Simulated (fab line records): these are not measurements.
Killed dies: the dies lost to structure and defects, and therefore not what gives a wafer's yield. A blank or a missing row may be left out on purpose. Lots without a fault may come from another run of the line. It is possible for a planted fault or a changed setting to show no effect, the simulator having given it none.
fab line records	flow sky130
record lots=13	wafers=39	lastDay=51
route steps=708 shown VT_ADJUST_LVTN@106 GATE_OXIDE@189 LDD_N@241
lots untouched by any fault: they come from a run of this same line in which no faults occurred
startH: the number of hours between the record's first day and the start of the first shown wafer of the lot	waitH: how many hours have passed since the lot's step before this one	" unchanged from the row above	L1.1+2: one row covering several wafers at once	- value missing, or start not given	* or withheld: withheld	< > ~ a bound
route shown NAME@n: NAME is a module with steps in the file, n the number in the route of the first one	usual: mean/standard deviation taken from wafers without a fault	same: alike in all rows	chamber/n: place in a boat	sites: the reading at each site	_std_site: the standard deviation of these	_edge_site: outer sites' mean less inner sites'	radiusMm: how far each site lies from the wafer's centre	mask NAME#n: copy n	behind: the tool/chamber that last shaped the wafer	hold: what put the lot on hold/how long, in hours/how the hold closed	device: names the non-switching transistor (n, p or np)	end of line: tests run on the same wafers once the route is complete	a step without rows: its recipe alone	killed: at the first sort, the dies lost to defects and structure; wafer yield is something else	map: dies across one wafer; x = killed, . = not, _ = none there
set.NAME: the setting that was run; set.NAME@STEP: the one run at that earlier step	model.NAME: the simulator's own value behind a step, which no gauge read
steps of the route over a sample of lots; a table a step, a row a wafer
services: a tool's chamber out of use, with start hour (startH, from the record's first day; less than 0 if before it), hours out, and reason
## steps
# step SKY_VT_ADJUST_LVTN_STRIP_09
# recipe chemistry=O2/N2	powerW=1400	pressureMtorr=1500	platenTempC=withheld	o2FlowSccm=3000	n2FlowSccm=300	overashFraction=0.5
# usual drypumpMotorCurrentA=5.6/0.33	oesProductAu=0.722/0.0042	stripTimeToEndpointS=36.95/0.087
lot.wafer	tool	chamber	startH	waitH	drypumpMotorCurrentA	oesProductAu	rfHoursCounterH	stripTimeToEndpointS
L773.2	plasmaAsher-03	0	150.16	0.1	5.3	0.721	3	36.91
L773.4	"	0	"	"	5.3	0.718	-	36.85
L773.5	"	1	"	"	5.2	0.722	-	36.88
L774.1	plasmaAsher-03	0	154.19	0.1	5.3	0.732	4	36.83
L774.3	"	1	"	"	5.2	0.726	-	36.90
L774.4	"	0	"	"	5.3	0.723	-	36.88
L775.1	plasmaAsher-02	0	160.49	0.1	5.7	0.721	37	37.08
L775.4	"	0	"	"	5.7	0.723	-	37.04
L775.6	"	1	"	"	6.1	0.719	-	36.85
L776.1	plasmaAsher-01	0	168.31	0.1	5.1	0.720	50	37.07
L776.2	"	1	"	"	5.8	0.720	50	37.17
L776.6	"	1	"	"	5.7	0.722	-	36.98
L777.1	plasmaAsher-02	0	176.69	0.1	5.6	0.721	39	37.09
L777.4	"	0	"	"	5.6	0.722	-	37.23
L777.6	"	0	"	"	5.6	0.725	-	37.12
L778.4	plasmaAsher-01	0	180.84	0.1	5.2	0.722	-	36.96
L778.5	"	1	"	"	5.7	0.722	-	37.08
L778.6	"	0	"	"	5.2	0.727	-	37.00
L779.3	plasmaAsher-03	1	185.67	0.1	5.2	0.719	-	37.05
L779.5	"	0	"	"	5.3	0.717	-	37.04
L779.6	"	1	"	"	5.2	0.721	-	37.00
L780.3	plasmaAsher-03	0	192.69	0.1	5.3	0.719	-	36.87
L780.4	"	1	"	"	5.2	0.724	-	36.85
L780.6	"	1	"	"	5.2	0.718	-	36.78
L785.2	plasmaAsher-03	1	223.91	0.1	5.2	0.717	10	36.81
L785.4	"	1	"	"	5.2	0.721	-	36.92
L785.6	"	1	"	"	5.2	0.724	-	36.89
L793.1	plasmaAsher-01	1	278.54	0.1	5.8	0.717	61	36.94
L793.2	"	0	"	"	5.2	0.721	61	36.98
L793.3	"	1	"	"	5.7	0.721	-	37.03
L794.1	plasmaAsher-01	0	288.45	0.1	5.2	0.717	62	36.93
L794.4	"	1	"	"	5.8	0.729	-	36.99
L794.6	"	0	"	"	5.1	0.725	-	37.02
L795.3	plasmaAsher-02	1	290.02	0.1	6.1	0.722	-	36.92
L795.5	"	1	"	"	6.1	0.722	-	36.95
L795.6	"	0	"	"	5.7	0.728	-	36.98
L796.2	plasmaAsher-02	0	292.45	0.1	5.6	0.725	49	36.90
L796.3	"	0	"	"	5.6	0.720	-	37.00
L796.6	"	0	"	"	5.7	0.728	-	37.04
# step SKY_VT_ADJUST_LVTN_OVL_MEAS_18
# usual VT_ADJUST_LVTN_01_OVL=-1.1/1.8
lot.wafer	tool	chamber	startH	waitH	VT_ADJUST_LVTN_01_OVL[nm]
L773.2	overlay-01	-	170.06	0.1	-0.6
L773.4	"	-	"	"	-3.2
L773.5	"	-	"	"	-1.9
L774.1	overlay-01	-	174.72	0.1	-1.8
L774.3	"	-	"	"	-3.6
L774.4	"	-	"	"	-3.2
L775.1	overlay-01	-	181.10	0.1	1.0
L775.4	"	-	"	"	0.2
L775.6	"	-	"	"	1.4
L776.1	overlay-02	-	188.55	0.1	0.2
L776.2	"	-	"	"	0.0
L776.6	"	-	"	"	-0.4
L777.1	overlay-01	-	197.55	0.1	1.6
L777.4	"	-	"	"	-0.1
L777.6	"	-	"	"	0.3
L778.4	overlay-02	-	201.99	0.1	-0.7
L778.5	"	-	"	"	-0.8
L778.6	"	-	"	"	-0.6
L779.3	overlay-02	-	207.53	0.1	-3.3
L779.5	"	-	"	"	-4.7
L779.6	"	-	"	"	-4.9
L780.3	overlay-02	-	214.38	0.1	-1.2
L780.4	"	-	"	"	-2.2
L780.6	"	-	"	"	-2.4
L785.2	overlay-01	-	245.12	0.1	-2.1
L785.4	"	-	"	"	-1.3
L785.6	"	-	"	"	-3.8
L793.1	overlay-02	-	304.30	0.1	-1.8
L793.2	"	-	"	"	-0.7
L793.3	"	-	"	"	-1.0
L794.1	overlay-02	-	313.95	0.1	-3.1
L794.4	"	-	"	"	-2.7
L794.6	"	-	"	"	-3.0
L795.3	overlay-01	-	315.71	0.1	-1.6
L795.5	"	-	"	"	-2.6
L795.6	"	-	"	"	-1.4
L796.2	overlay-02	-	318.30	0.1	-0.7
L796.3	"	-	"	"	0.2
L796.6	"	-	"	"	1.5
# step SKY_GATE_OXIDE_THK_MEAS_02
# recipe reads=SiO2_of_GATE_OXIDE_OXIDATION_01
# usual GATE_OXIDE_OXIDATION_00_THK=10.19/0.21
lot.wafer	tool	chamber	startH	waitH	GATE_OXIDE_OXIDATION_00_THK[nm]
L773.2	filmMetro-01	-	291.09	0.0	9.93
L773.4	"	-	"	"	10.16
L773.5	"	-	"	"	10.12
L774.1	filmMetro-03	-	299.83	0.0	10.45
L774.3	"	-	"	"	10.39
L774.4	"	-	"	"	10.36
L775.1	filmMetro-02	-	309.71	0.0	9.85
L775.4	"	-	"	"	9.93
L775.6	"	-	"	"	9.79
L776.1	filmMetro-03	-	316.00	0.0	9.92
L776.2	"	-	"	"	10.03
L776.6	"	-	"	"	9.76
L777.1	filmMetro-02	-	327.12	0.0	10.22
L777.4	"	-	"	"	10.06
L777.6	"	-	"	"	10.02
L778.4	filmMetro-01	-	332.47	0.0	10.51
L778.5	"	-	"	"	10.39
L778.6	"	-	"	"	10.34
L779.3	filmMetro-03	-	337.33	0.0	10.10
L779.5	"	-	"	"	10.12
L779.6	"	-	"	"	10.08
L780.3	filmMetro-02	-	349.21	0.0	10.38
L780.4	"	-	"	"	10.11
L780.6	"	-	"	"	10.26
L785.2	filmMetro-02	-	386.49	0.0	10.44
L785.4	"	-	"	"	10.35
L785.6	"	-	"	"	10.50
L793.1	filmMetro-02	-	458.08	0.0	10.26
L793.2	"	-	"	"	10.06
L793.3	"	-	"	"	10.23
L794.1	filmMetro-01	-	469.11	0.0	10.33
L794.4	"	-	"	"	10.30
L794.6	"	-	"	"	10.23
L795.3	filmMetro-03	-	471.01	0.0	9.89
L795.5	"	-	"	"	9.84
L795.6	"	-	"	"	9.85
L796.2	filmMetro-02	-	474.44	0.0	10.34
L796.3	"	-	"	"	10.61
L796.6	"	-	"	"	10.54
# step SKY_LDD_N_EXPOSE_04
# recipe maskId=NTM	targetCdNm=840	na=0.6	sourceShape=conventional	sigmaOuter=0.6	doseMj=110
# usual exposureDoseMJCm2=110.01/0.11	reticleTempC=23.00/0.11
lot.wafer	tool	chamber	startH	waitH	mask	exposureDoseMJCm2	reticleTempC
L773.2	ilineStepper-02	0	399.64	-	NTM#0	110.01	23.01
L773.4	"	0	"	"	NTM#0	110.19	22.87
L773.5	"	0	"	"	NTM#0	110.03	22.96
L774.1	ilineStepper-01	0	412.92	-	NTM#0	110.08	22.97
L774.3	"	0	"	"	NTM#0	109.98	23.01
L774.4	"	0	"	"	NTM#0	109.99	23.05
L775.1	ilineStepper-01	0	416.22	-	NTM#0	110.32	22.95
L775.4	"	0	"	"	NTM#0	110.18	22.98
L775.6	"	0	"	"	NTM#0	110.19	22.81
L776.1	ilineStepper-01	0	426.67	-	NTM#0	110.30	23.11
L776.2	"	0	"	"	NTM#0	110.32	23.09
L776.6	"	0	"	"	NTM#0	110.13	23.19
L777.1	ilineStepper-01	0	437.72	-	NTM#0	109.92	22.91
L777.4	"	0	"	"	NTM#0	109.94	23.03
L777.6	"	0	"	"	NTM#0	109.98	23.07
L778.4	ilineStepper-01	0	441.83	-	NTM#0	109.93	23.21
L778.5	"	0	"	"	NTM#0	110.03	23.27
L778.6	"	0	"	"	NTM#0	110.00	23.12
L779.3	ilineStepper-01	0	452.20	-	NTM#0	110.06	23.04
L779.5	"	0	"	"	NTM#0	109.96	23.09
L779.6	"	0	"	"	NTM#0	110.08	22.95
L780.3	ilineStepper-01	0	467.81	-	NTM#0	109.74	23.19
L780.4	"	0	"	"	NTM#0	109.80	23.10
L780.6	"	0	"	"	NTM#0	109.99	22.99
L785.2	ilineStepper-02	0	503.16	-	NTM_R1#0	109.94	22.84
L785.4	"	0	"	"	NTM_R1#0	109.90	23.05
L785.6	"	0	"	"	NTM_R1#0	109.99	22.99
L793.1	ilineStepper-01	0	572.97	-	NTM#0	110.14	22.90
L793.2	"	0	"	"	NTM#0	110.21	22.97
L793.3	"	0	"	"	NTM#0	110.09	23.01
L794.1	ilineStepper-02	0	584.09	-	NTM#0	109.92	22.90
L794.4	"	0	"	"	NTM#0	109.95	22.88
L794.6	"	0	"	"	NTM#0	109.97	22.91
L795.3	ilineStepper-02	0	587.55	-	NTM#0	110.12	23.09
L795.5	"	0	"	"	NTM#0	110.13	23.04
L795.6	"	0	"	"	NTM#0	110.14	22.93
L796.2	ilineStepper-02	0	589.92	-	NTM#0	110.12	22.89
L796.3	"	0	"	"	NTM#0	109.98	23.00
L796.6	"	0	"	"	NTM#0	109.99	23.07
## services
tool	chamber	startH	hours	kind
ilineStepper-02	-	148.01	5.8	repair
plasmaAsher-03	-	158.51	19.9	repair
ilineStepper-01	-	181.06	1.7	pm
plasmaAsher-01	-	182.72	3.4	repair
plasmaAsher-02	-	184.59	14.6	pm
plasmaAsher-01	-	239.63	2.8	pm
ilineStepper-02	-	251.59	1.7	pm
ilineStepper-02	-	287.34	4.4	pm
plasmaAsher-03	-	293.40	2.7	repair
ilineStepper-02	-	302.05	20.4	repair
plasmaAsher-02	-	304.74	2.6	repair
plasmaAsher-02	-	316.02	5.2	pm
ilineStepper-01	-	333.48	4.4	pm
plasmaAsher-03	-	340.07	2.8	repair
ilineStepper-01	-	348.89	2.1	pm
ilineStepper-01	-	380.13	11.0	repair
ilineStepper-01	-	399.24	1.7	pm
ilineStepper-02	-	440.76	2.1	repair
ilineStepper-02	-	469.70	1.7	pm
ilineStepper-02	-	515.09	1.8	repair
ilineStepper-01	-	531.40	5.8	repair
ilineStepper-01	-	558.27	6.7	repair
plasmaAsher-03	-	568.59	2.1	repair
plasmaAsher-03	-	577.21	2.8	pm
## key
firstSign step=SKY_LDD_N_EXPOSE_04	reading=mask	direction=changed
effect none on later readings
metAt SKY_LDD_N_EXPOSE_04
struckLots L785
sortLeftOut L785.2,L785.4,L785.6
testerLeftOut L785
notActingAt SKY_VT_ADJUST_LVTN_STRIP_09,SKY_VT_ADJUST_LVTN_OVL_MEAS_18,SKY_GATE_OXIDE_THK_MEAS_02
onsetBetween 399.64 503.16
fault kind=wrongMask	tool=any	chamber=-	onsetH=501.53	steps=SKY_LDD_N_EXPOSE_04	auxCopy=NTM_R1#0	cdOffsetNm=-101	scope=struckLotsOnly
# testerLeftOut: of these lots the tester's yield and bins aren't shown, on N5 and GAA mostly nor the transistor test; their killed dies are dies lost to structure and defects alone, not to doping, threshold or leakage, so they don't give the yield
# sortLeftOut: the simulated sort isn't trusted on such a fault, so these wafers' sort isn't shown, and their yield isn't known
